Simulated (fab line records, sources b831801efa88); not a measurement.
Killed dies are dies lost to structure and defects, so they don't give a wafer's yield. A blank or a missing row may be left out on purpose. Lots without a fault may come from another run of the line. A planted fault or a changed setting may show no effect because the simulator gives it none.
Chamber matching | flow sky130 | SKY_VIA1_CMP_24 on cmp-02: 4 sister chambers
The step polishes, stops on SiO2, t overpolish 15 s, target thk 0 nm. 4 wafers are shown with their chamber, then 7 later ones without.

WAFERS WITH THEIR CHAMBER
wafer  | chamber | motor_current_A (A)
L556.5 | 0       | 9.7
L559.1 | 2       | 11.5
L559.2 | 3       | 10.9
L561.5 | 1       | 10.4

WAFERS WITHOUT THEIR CHAMBER
wafer  | motor_current_A (A)
L561.6 | 11.6
L568.3 | 11.9
L568.4 | 9.4
L568.6 | 11.6
L569.2 | 10.9
L569.4 | 11.3
L569.5 | 11.4

WHICH CHAMBER EACH WENT THROUGH
wafer  | from the rows above     | in truth
L561.6 | 2                       | 2
L568.3 | 2                       | 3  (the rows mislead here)
L568.4 | 0                       | 0
L568.6 | 2                       | 2
L569.2 | 3                       | 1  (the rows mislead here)
L569.4 | can't be placed: 2 or 3 | 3
L569.5 | can't be placed: 2 or 3 | 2
Placed correctly: 3 of 7. Can't be placed from these rows: 2 (the true chamber is among the candidates in 2). Placed wrongly: 2.
How it was worked out, from the rows above alone: a wafer's distance from a chamber is the root of the sum, over the readings, of the square of ((its reading less the chamber's mean) divided by the reading's scatter). The wafer belongs to the nearest chamber; if the next one is less than 2 further off, it can't be placed. A chamber's mean is the mean of its shown wafers. The scatter: with one shown wafer a chamber, the root of the mean of the squares of how far each hidden wafer lies from its nearest shown one.
